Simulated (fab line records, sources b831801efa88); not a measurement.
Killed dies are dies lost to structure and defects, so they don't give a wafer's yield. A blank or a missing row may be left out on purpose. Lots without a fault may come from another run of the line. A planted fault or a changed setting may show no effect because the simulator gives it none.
fab line records | flow sky130 | part 1 of 2: steps 1 to 28 of 41
record lots=5 wafers=15 last_day=49
route steps=708 shown CAP2M@615 METAL4@621 VIA4@639
lots that met no fault: from a run of the same line without faults
start_h: hours from the record's first day to the start of the lot's first wafer shown | wait_h: hours since the lot's step before | " the same as in the row above | L1.1+2: a row that stands for several wafers | - no value, or no start given | * or withheld: withheld | < > ~ a bound
route shown NAME@n: a module of which the file shows steps, and the number in the route of the first | usual: mean/standard deviation of fault-free wafers | same: alike in all rows | chamber/n: place in a boat | sites: the reading at each site | _std_site: their standard deviation | _edge_site: outer sites' mean less inner sites' | radius_mm: how far each site lies from the wafer's centre | mask NAME#n: copy n | behind: the tool/chamber that last shaped the wafer | hold: why the lot was held/for how many hours/how that ended | device: the transistor (n, p or np) that didn't switch | end of line: the same wafers' tests at the end of the route | a step without rows: its recipe alone | killed: dies lost to structure and defects at the first sort, not the wafer's yield | map: a wafer's dies, x killed, . not, _ none there
set.NAME: the setting as run; set.NAME@STEP: as run at that earlier step | model.NAME: the simulator's own value behind a step, which no gauge read
lots at some steps of the route; a table a step, a row a wafer
services: from which hour (start_h, from the record's first day; less than 0 if before it) a tool's chamber was out of use, for how many hours, and why
## steps
# step SKY_CAP2M_OVL_MEAS_12
# usual CAP2M_OVL=0.9/1.4
# columns lot.wafer tool chamber start_h wait_h CAP2M_OVL[nm]
L080.2 overlay-02 - 1006.78 0.1 2.9
L080.3 " - " " 2.0
L080.4 " - " " 2.3
L083.3 overlay-01 - 1026.13 0.1 0.4
L083.4 " - " " 1.3
L083.5 " - " " -1.0
L086.1 overlay-01 - 1057.34 0.1 -0.5
L086.2 " - " " 0.8
L086.5 " - " " 2.3
L091.1 overlay-02 - 1075.23 0.1 3.2
L091.3 " - " " 1.5
L091.4 " - " " 2.9
L092.1 overlay-02 - 1077.93 0.1 1.6
L092.2 " - " " 1.6
L092.6 " - " " 2.5
# step SKY_CAP2M_METAL_ETCH_13
# recipe target_depth_nm=220 stop_on=SiO2 chemistry=Cl2/BCl3 target=TiN pressure_mtorr=10 icp_w=900 bias_w=48.5 Cl2_flow_sccm=60 bcl3_flow_sccm=30 time_s=62.9
# usual drypump_motor_current_A=6.0/0.59 oes_product_au=0.939/0.0072 throttle_valve_pct=21.902/0.01
# columns lot.wafer tool chamber start_h wait_h drypump_motor_current_A oes_product_au rf_hours_counter_h throttle_valve_pct
L080.2 rie_metal-04 0 1006.81 0.0 6.4 0.933 12 21.899
L080.3 " 0 " " 6.5 0.941 - 21.889
L080.4 " 1 " " 5.7 0.935 - 21.899
L083.3 rie_metal-01 0 1026.18 0.0 6.4 0.936 - 21.898
L083.4 " 1 " " 5.4 0.938 - 21.915
L083.5 " 0 " " 6.4 0.934 - 21.892
L086.1 rie_metal-04 1 1057.38 0.0 5.8 0.925 21 21.912
L086.2 " 0 " " 6.5 0.928 16 21.903
L086.5 " 0 " " 6.4 0.936 - 21.917
L091.1 rie_metal-01 0 1075.26 0.0 6.4 0.939 19 21.900
L091.3 " 1 " " 5.4 0.937 - 21.897
L091.4 " 0 " " 6.4 0.944 - 21.924
L092.1 rie_metal-01 0 1077.96 0.0 6.3 0.951 19 21.879
L092.2 " 1 " " 5.4 0.940 12 21.916
L092.6 " 1 " " 5.4 0.949 - 21.895
# step SKY_CAP2M_STRIP_14
# recipe chemistry=O2/N2 power_w=1400 pressure_mtorr=1500 platen_temp_c=withheld o2_flow_sccm=3000 n2_flow_sccm=300 overash_fraction=0.5
# usual drypump_motor_current_A=5.58/0.29 o2_flow_sccm=3000/9.2 oes_product_au=0.710/0.0045 strip_time_to_endpoint_s=12.66/0.034
# same overash_fraction=0.5
# columns lot.wafer tool chamber start_h wait_h drypump_motor_current_A o2_flow_sccm oes_product_au rf_hours_counter_h strip_time_to_endpoint_s
L080.2 plasma_asher-02 1 1006.88 0.1 5.93 3008 0.708 25 12.67
L080.3 " 1 " " 5.90 3025 0.706 - 12.65
L080.4 " 0 " " 5.17 2996 0.712 - 12.57
L083.3 plasma_asher-01 0 1026.27 0.1 5.48 3012 0.709 - 12.65
L083.4 " 1 " " 5.77 2991 0.713 - 12.61
L083.5 " 0 " " 5.48 3000 0.709 - 12.66
L086.1 plasma_asher-02 0 1057.46 0.1 5.22 3004 0.704 30 12.62
L086.2 " 1 " " 5.92 2996 0.703 30 12.63
L086.5 " 1 " " 5.92 2994 0.700 - 12.60
L091.1 plasma_asher-02 1 1075.34 0.1 5.88 3000 0.714 32 12.72
L091.3 " 1 " " 5.86 3003 0.707 - 12.68
L091.4 " 0 " " 5.22 2995 0.715 - 12.65
L092.1 plasma_asher-02 0 1078.04 0.1 5.16 2981 0.708 32 12.70
L092.2 " 1 " " 5.91 2996 0.707 32 12.70
L092.6 " 1 " " 5.92 3001 0.714 - 12.68
# step SKY_CAP2M_STRIP_15
# recipe chemistry=post_etch_residue_remover time_s=1200 temp_c=72.5
# columns lot.wafer tool chamber start_h wait_h
L080.2+3+4 wet_bench-04 2 1006.98 0.1
L083.3+4+5 wet_bench-01 2 1026.33 0.0
L086.1+2+5 wet_bench-02 1 1057.56 0.1
L091.1+3+4 wet_bench-04 3 1075.44 0.1
L092.1+2+6 wet_bench-04 0 1078.14 0.1
# step SKY_CAP2M_CLEAN_16
# recipe chemistry=IPA time_s=180 temp_c=25
# columns lot.wafer tool chamber start_h wait_h
L080.2+3+4 wet_bench-04 3 1007.33 0.0
L083.3+4+5 wet_bench-04 2 1026.71 0.0
L086.1+2+5 wet_bench-01 3 1057.90 0.0
L091.1+3+4 wet_bench-01 3 1075.82 0.0
L092.1+2+6 wet_bench-02 2 1078.52 0.0
# step SKY_CAP2M_CLEAN_17
# recipe chemistry=O3/DIW dry=n2_spin
# columns lot.wafer tool chamber start_h wait_h
L080.2+3+4 wet_bench-04 2 1007.38 0.0
L083.3+4+5 wet_bench-02 3 1026.77 0.0
L086.1+2+5 wet_bench-02 0 1057.96 0.0
L091.1+3+4 wet_bench-02 2 1075.94 0.0
L092.1+2+6 wet_bench-04 3 1078.57 0.0
# step SKY_METAL4_DEHYDRATE_05
# recipe temp_c=200 time_s=60
# columns lot.wafer tool chamber start_h wait_h
L080.2+3+4 litho_track-04 0 1017.25 9.8
L083.3+4+5 litho_track-04 0 1036.82 10.0
L086.1+2+5 litho_track-03 0 1067.72 9.7
L091.1+3+4 litho_track-02 0 1086.08 10.0
L092.1+2+6 litho_track-02 0 1088.43 9.8
# step SKY_METAL4_HMDS_06
# recipe prime_time_s=60 prime_temp_c=120
# columns lot.wafer tool chamber start_h wait_h
L080.2+3+4 litho_track-04 0 1017.40 0.1
L083.3+4+5 litho_track-04 0 1036.97 0.1
L086.1+2+5 litho_track-03 0 1067.87 0.1
L091.1+3+4 litho_track-02 0 1086.23 0.1
L092.1+2+6 litho_track-02 0 1088.58 0.1
# step SKY_METAL4_COAT_07
# recipe resist=BARC temp_c=withheld time_s=withheld spin_rpm=3000 resist_thk_nm=60
# columns lot.wafer tool chamber start_h wait_h
L080.2+3+4 litho_track-04 0 1017.55 0.1
L083.3+4+5 litho_track-04 0 1037.12 0.1
L086.1+2+5 litho_track-03 0 1068.02 0.1
L091.1+3+4 litho_track-02 0 1086.38 0.1
L092.1+2+6 litho_track-02 0 1088.73 0.1
# step SKY_METAL4_COAT_08
# recipe resist=KrF-thick spin_rpm=3000 resist_thk_nm=1140
# columns lot.wafer tool chamber start_h wait_h
L080.2+3+4 litho_track-04 0 - -
L083.3+4+5 litho_track-04 0 - -
L086.1+2+5 litho_track-03 0 - -
L091.1+3+4 litho_track-02 0 - -
L092.1+2+6 litho_track-02 0 - -
# step SKY_METAL4_SOFTBAKE_09
# recipe temp_c=100 time_s=90 resist=KrF-thick
# columns lot.wafer tool chamber start_h wait_h
L080.2+3+4 litho_track-04 0 - -
L083.3+4+5 litho_track-04 0 - -
L086.1+2+5 litho_track-03 0 - -
L091.1+3+4 litho_track-02 0 - -
L092.1+2+6 litho_track-02 0 - -
# step SKY_METAL4_EXPOSE_10
# recipe mask_id=MM4 na=0.68 source_shape=annular sigma_inner=0.4 sigma_outer=0.8 target_cd_nm=300 dose_mj=28
# usual exposure_dose_mJ_cm2=28.006/0.024 reticle_temp_C=22.96/0.12 stage_vel_mm_s=499.98/0.27
# columns lot.wafer tool chamber start_h wait_h mask exposure_dose_mJ_cm2 reticle_temp_C stage_vel_mm_s
L080.2 krf_scanner-02 0 - - MM4#0 27.998 22.89 499.71
L080.3 " 0 " " MM4#0 27.993 22.89 499.56
L080.4 " 0 " " MM4#0 27.981 23.00 500.16
L083.3 krf_scanner-01 0 - - MM4#0 28.005 22.77 499.97
L083.4 " 0 " " MM4#0 28.053 22.62 500.18
L083.5 " 0 " " MM4#0 28.007 22.63 500.05
L086.1 krf_scanner-02 0 - - MM4#0 28.042 22.84 500.68
L086.2 " 0 " " MM4#0 28.027 22.78 500.17
L086.5 " 0 " " MM4#0 27.998 22.77 500.12
L091.1 krf_scanner-01 0 - - MM4#0 28.028 22.83 499.76
L091.3 " 0 " " MM4#0 27.993 22.98 499.86
L091.4 " 0 " " MM4#0 27.945 22.88 499.59
L092.1 krf_scanner-01 0 - - MM4#0 28.039 22.91 500.32
L092.2 " 0 " " MM4#0 28.022 23.08 499.56
L092.6 " 0 " " MM4#0 28.002 22.95 500.55
# step SKY_METAL4_PEB_11
# recipe peb_temp_c=withheld peb_time_s=withheld resist=KrF-thick
# columns lot.wafer tool chamber start_h wait_h
L080.2+3+4 litho_track-04 0 - -
L083.3+4+5 litho_track-04 0 - -
L086.1+2+5 litho_track-04 0 - -
L091.1+3+4 litho_track-03 0 - -
L092.1+2+6 litho_track-04 0 - -
# step SKY_METAL4_DEVELOP_12
# recipe develop_time_s=60 resist=KrF-thick dev_temp_c=21
# columns lot.wafer tool chamber start_h wait_h
L080.2+3+4 litho_track-04 0 - -
L083.3+4+5 litho_track-04 0 - -
L086.1+2+5 litho_track-04 0 - -
L091.1+3+4 litho_track-03 0 - -
L092.1+2+6 litho_track-04 0 - -
# step SKY_METAL4_CD_MEAS_13
# recipe target_cd_nm=300
# usual cd_nm=300.2/1.5
# columns lot.wafer tool chamber start_h wait_h cd_nm
L080.2 cd_sem-02 - 1029.94 - 299.7
L080.3 " - " " 299.1
L080.4 " - " " 299.9
L083.3 cd_sem-02 - 1048.41 - 300.2
L083.4 " - " " 298.2
L083.5 " - " " 299.0
L086.1 cd_sem-02 - 1079.62 - 301.0
L086.2 " - " " 301.3
L086.5 " - " " 300.5
L091.1 cd_sem-02 - 1097.12 - 299.3
L091.3 " - " " 298.7
L091.4 " - " " 299.1
L092.1 cd_sem-01 - 1099.97 - 297.2
L092.2 " - " " 298.8
L092.6 " - " " 297.1
# step SKY_METAL4_OVL_MEAS_14
# usual METAL4_OVL=-2/5.4
# columns lot.wafer tool chamber start_h wait_h METAL4_OVL[nm]
L080.2 overlay-01 - 1030.05 0.1 -5
L080.3 " - " " -7
L080.4 " - " " -5
L083.3 overlay-02 - 1048.50 0.1 -2
L083.4 " - " " -7
L083.5 " - " " -5
L086.1 overlay-01 - 1079.74 0.1 -3
L086.2 " - " " 0
L086.5 " - " " -7
L091.1 overlay-01 - 1097.24 0.1 -3
L091.3 " - " " -1
L091.4 " - " " -4
L092.1 overlay-01 - 1100.09 0.1 -9
L092.2 " - " " -1
L092.6 " - " " -1
# step SKY_METAL4_DESCUM_15
# recipe chemistry=O2 source_power_w=150 bias_power_w=0 pressure_mtorr=10 temp_c=40 time_s=8
# usual drypump_motor_current_A=6.0/0.42 oes_product_au=1.003/0.0094
# columns lot.wafer tool chamber start_h wait_h drypump_motor_current_A oes_product_au rf_hours_counter_h
L080.2 rie_metal-01 1 1030.08 0.0 5.4 0.984 9
L080.3 " 0 " " 6.4 0.987 -
L080.4 " 1 " " 5.4 0.992 -
L083.3 rie_metal-02 0 1048.54 0.0 6.2 0.991 -
L083.4 " 1 " " 5.6 1.001 -
L083.5 " 0 " " 6.2 1.002 -
L086.1 rie_metal-02 0 1079.78 0.0 6.2 1.007 17
L086.2 " 1 " " 5.6 0.996 14
L086.5 " 0 " " 6.3 1.007 -
L091.1 rie_metal-02 0 1097.27 0.0 6.2 1.007 18
L091.3 " 1 " " 5.5 1.005 -
L091.4 " 0 " " 6.3 1.010 -
L092.1 rie_metal-01 0 1100.13 0.0 6.4 0.998 21
L092.2 " 1 " " 5.4 1.005 14
L092.6 " 0 " " 6.4 1.000 -
# step SKY_METAL4_ETCH_16
# recipe chemistry=N2/H2 target=BARC ion_energy_ev=200 bias_w=100 pressure_mtorr=30 n2_flow_sccm=100 h2_flow_sccm=200 icp_w=500 stop_on=SiO2 time_s=88.2 target_depth_a=600
# usual drypump_motor_current_A=6.0/0.43 oes_product_au=0.626/0.0048 throttle_valve_pct=13.205/0.0091
# columns lot.wafer tool chamber start_h wait_h drypump_motor_current_A oes_product_au rf_hours_counter_h throttle_valve_pct
L080.2 rie_metal-01 1 1030.11 0.0 5.4 0.624 9 13.201
L080.3 " 0 " " 6.4 0.629 - 13.200
L080.4 " 1 " " 5.4 0.623 - 13.212
L083.3 rie_metal-02 0 1048.59 0.0 6.2 0.630 - 13.204
L083.4 " 1 " " 5.6 0.626 - 13.204
L083.5 " 0 " " 6.2 0.638 - 13.220
L086.1 rie_metal-02 0 1079.81 0.0 6.3 0.622 17 13.196
L086.2 " 1 " " 5.5 0.631 15 13.187
L086.5 " 0 " " 6.2 0.631 - 13.203
L091.1 rie_metal-02 0 1097.30 0.0 6.2 0.629 18 13.200
L091.3 " 1 " " 5.6 0.634 - 13.198
L091.4 " 0 " " 6.3 0.627 - 13.227
L092.1 rie_metal-01 0 1100.16 0.0 6.4 0.622 21 13.206
L092.2 " 1 " " 5.4 0.620 14 13.204
L092.6 " 0 " " 6.3 0.627 - 13.207
# step SKY_METAL4_ETCH_17
# recipe target=SiO2 stop_on=TiN chemistry=C4F8/O2/Ar source_w=1500 bias_w=1200 pressure_mtorr=40 c4f8_flow_sccm=withheld O2_flow_sccm=6 Ar_flow_sccm=300 time_s=3.9 target_depth_a=150
# usual oes_product_au=0.755/0.0071
# columns lot.wafer tool chamber start_h wait_h oes_product_au rf_hours_counter_h
L080.2 rie_diel-03 2 1030.21 0.1 0.756 0
L080.3 " 0 " " 0.751 14
L080.4 " 3 " " 0.762 -
L083.3 rie_diel-03 1 1048.66 0.0 0.759 10
L083.4 " 0 " " 0.752 14
L083.5 " 3 " " 0.758 -
L086.1 rie_diel-03 1 1079.91 0.1 0.762 11
L086.2 " 2 " " 0.755 2
L086.5 " 0 " " 0.761 -
L091.1 rie_diel-03 2 1097.40 0.1 0.762 2
L091.3 " 3 " " 0.747 13
L091.4 " 0 " " 0.761 16
L092.1 rie_diel-03 0 1100.26 0.1 0.757 16
L092.2 " 3 " " 0.757 13
L092.6 " 0 " " 0.762 -
# step SKY_METAL4_METAL_ETCH_18
# recipe target_depth_a=8450 stop_on=SiO2 over_etch_frac=0.3 time_s=183.1 chemistry=Cl2/BCl3 resist_sidewall_deg=88 pressure_mtorr=10 icp_w=865.3 bias_w=48.5 Cl2_flow_sccm=60 bcl3_flow_sccm=30
# usual drypump_motor_current_A=5.9/0.41 oes_product_au=0.868/0.0057 throttle_valve_pct=22.264/0.0097
# columns lot.wafer tool chamber start_h wait_h drypump_motor_current_A oes_product_au rf_hours_counter_h throttle_valve_pct
L080.2 rie_metal-02 0 1030.23 0.0 6.3 0.869 13 22.271
L080.3 " 0 " " 6.3 0.872 - 22.253
L080.4 " 1 " " 5.6 0.862 - 22.255
L083.3 rie_metal-01 0 1048.74 0.1 6.4 0.868 - 22.267
L083.4 " 1 " " 5.4 0.871 - 22.263
L083.5 " 1 " " 5.4 0.872 - 22.257
L086.1 rie_metal-01 1 1079.93 0.0 5.3 0.867 12 22.270
L086.2 " 0 " " 6.4 0.873 19 22.262
L086.5 " 1 " " 5.3 0.872 - 22.257
L091.1 rie_metal-01 0 1097.42 0.0 6.4 0.867 21 22.252
L091.3 " 0 " " 6.4 0.875 - 22.253
L091.4 " 1 " " 5.4 0.872 - 22.251
L092.1 rie_metal-04 1 1100.28 0.0 5.7 0.865 24 22.265
L092.2 " 0 " " 6.4 0.862 19 22.267
L092.6 " 0 " " 6.4 0.863 - 22.253
# step SKY_METAL4_STRIP_19
# recipe chemistry=O2/N2 power_w=1400 pressure_mtorr=1500 platen_temp_c=withheld o2_flow_sccm=3000 n2_flow_sccm=300 overash_fraction=0.5
# usual drypump_motor_current_A=5.8/0.44 o2_flow_sccm=3000/10 oes_product_au=0.509/0.0057 strip_time_to_endpoint_s=6.70/0.072
# same overash_fraction=0.5
# columns lot.wafer tool chamber start_h wait_h drypump_motor_current_A o2_flow_sccm oes_product_au rf_hours_counter_h strip_time_to_endpoint_s
L080.2 plasma_asher-04 1 1030.40 0.1 5.9 3005 0.506 120 6.63
L080.3 " 1 " " 5.9 3010 0.506 - 6.63
L080.4 " 0 " " 5.3 3013 0.510 - 6.76
L083.3 plasma_asher-03 1 1048.89 0.1 5.8 2987 0.512 - 6.83
L083.4 " 0 " " 6.7 3016 0.513 - 6.77
L083.5 " 1 " " 5.9 2993 0.504 - 6.84
L086.1 plasma_asher-01 0 1080.10 0.1 5.5 2998 0.509 95 6.66
L086.2 " 1 " " 5.7 3006 0.502 95 6.72
L086.5 " 0 " " 5.5 2988 0.511 - 6.71
L091.1 plasma_asher-01 1 1097.60 0.1 5.8 3010 0.508 97 6.84
L091.3 " 0 " " 5.5 3001 0.509 - 6.82
L091.4 " 1 " " 5.7 3011 0.511 - 6.82
L092.1 plasma_asher-01 0 1100.45 0.1 5.5 3015 0.506 97 6.68
L092.2 " 1 " " 5.7 3002 0.513 97 6.70
L092.6 " 1 " " 5.8 3010 0.512 - 6.74
# step SKY_METAL4_STRIP_20
# recipe chemistry=post_etch_residue_remover time_s=1200 temp_c=72.5
# columns lot.wafer tool chamber start_h wait_h
L080.2+3+4 wet_bench-01 2 1030.50 0.1
L083.3+4+5 wet_bench-04 0 1048.95 0.0
L086.1+2+5 wet_bench-04 1 1080.20 0.1
L091.1+3+4 wet_bench-03 0 1097.70 0.1
L092.1+2+6 wet_bench-03 1 1100.55 0.1
# step SKY_METAL4_CLEAN_21
# recipe chemistry=IPA time_s=180 temp_c=25
# columns lot.wafer tool chamber start_h wait_h
L080.2+3+4 wet_bench-04 2 1030.85 0.0
L083.3+4+5 wet_bench-01 0 1049.33 0.0
L086.1+2+5 wet_bench-01 0 1080.58 0.0
L091.1+3+4 wet_bench-04 0 1098.04 0.0
L092.1+2+6 wet_bench-03 0 1100.90 0.0
# step SKY_METAL4_CLEAN_22
# recipe chemistry=O3/DIW dry=n2_spin
# columns lot.wafer tool chamber start_h wait_h
L080.2+3+4 wet_bench-01 3 1030.91 0.0
L083.3+4+5 wet_bench-04 2 1049.38 0.0
L086.1+2+5 wet_bench-04 0 1080.70 0.0
L091.1+3+4 wet_bench-03 3 1098.10 0.0
L092.1+2+6 wet_bench-01 1 1100.95 0.0
# step SKY_VIA4_HDPCVD_00
# recipe material=SiO2 target_thk_nm=1750 sigma_open_frac=0.3 time_s=291.7 temp_c=400 sih4_flow_sccm=60 pressure_mtorr=6
# columns lot.wafer tool chamber start_h wait_h
L080.2+3+4 hdpcvd-01 1,2,0 1031.00 0.0
L083.3+4+5 hdpcvd-01 1,2,0 1049.48 0.0
L086.1+2+5 hdpcvd-02 0,2,0 1080.80 0.0
L091.1+3+4 hdpcvd-02 0,2,1 1098.20 0.0
L092.1+2+6 hdpcvd-02 2,1,1 1101.05 0.0
# step SKY_VIA4_THK_MEAS_01
# recipe reads=SiO2_of_VIA4_HDPCVD_00
# usual VIA4_HDPCVD_THK=1744/16
# columns lot.wafer tool chamber start_h wait_h VIA4_HDPCVD_THK[nm]
L080.2 film_metro-01 - 1031.19 0.1 1725
L080.3 " - " " 1723
L080.4 " - " " 1747
L083.3 film_metro-04 - 1049.68 0.1 1751
L083.4 " - " " 1747
L083.5 " - " " 1758
L086.1 film_metro-04 - 1080.98 0.1 1755
L086.2 " - " " 1753
L086.5 " - " " 1742
L091.1 film_metro-02 - 1098.37 0.1 1742
L091.3 " - " " 1757
L091.4 " - " " 1743
L092.1 film_metro-01 - 1101.23 0.1 1753
L092.2 " - " " 1757
L092.6 " - " " 1737
# step SKY_VIA4_CMP_02
# recipe material=SiO2 down_force_psi=4 platen_rpm=60 pad_velocity_m_s=0.94248
# usual motor_current_A=12.0/0.9
# columns lot.wafer tool chamber start_h wait_h motor_current_A
L080.3 cmp-01 3 1031.24 0.0 11.6
L080.4 " 0 " " 11.4
L080.2 " 2 " " 11.1
L083.3 cmp-02 2 1049.77 0.1 13.1
L083.4 " 3 " " 10.6
L083.5 " 1 " " 11.3
L086.2 cmp-02 3 1081.14 0.1 10.1
L086.1 " 0 " " 12.2
L086.5 " 1 " " 12.1
L091.1 cmp-01 0 1098.43 0.1 12.1
L091.4 " 2 " " 11.7
L091.3 " 3 " " 12.2
L092.2 cmp-02 1 1101.29 0.0 11.4
L092.1 " 2 " " 13.2
L092.6 " 1 " " 11.9
# step SKY_VIA4_BOW_MEAS_03
# recipe mode=bow
# usual VIA4_BOW=81/8.4
# columns lot.wafer tool chamber start_h wait_h VIA4_BOW[um]
L080.2 film_metro-02 - 1031.56 0.1 84
L080.3 " - " " 94
L080.4 " - " " 77
L083.3 film_metro-02 - 1050.06 0.2 87
L083.4 " - " " 83
L083.5 " - " " 84
L086.1 film_metro-02 - 1081.34 0.1 77
L086.2 " - " " 65
L086.5 " - " " 83
L091.1 film_metro-01 - 1098.73 0.2 84
L091.3 " - " " 88
L091.4 " - " " 84
L092.1 film_metro-02 - 1101.59 0.2 80
L092.2 " - " " 78
L092.6 " - " " 73
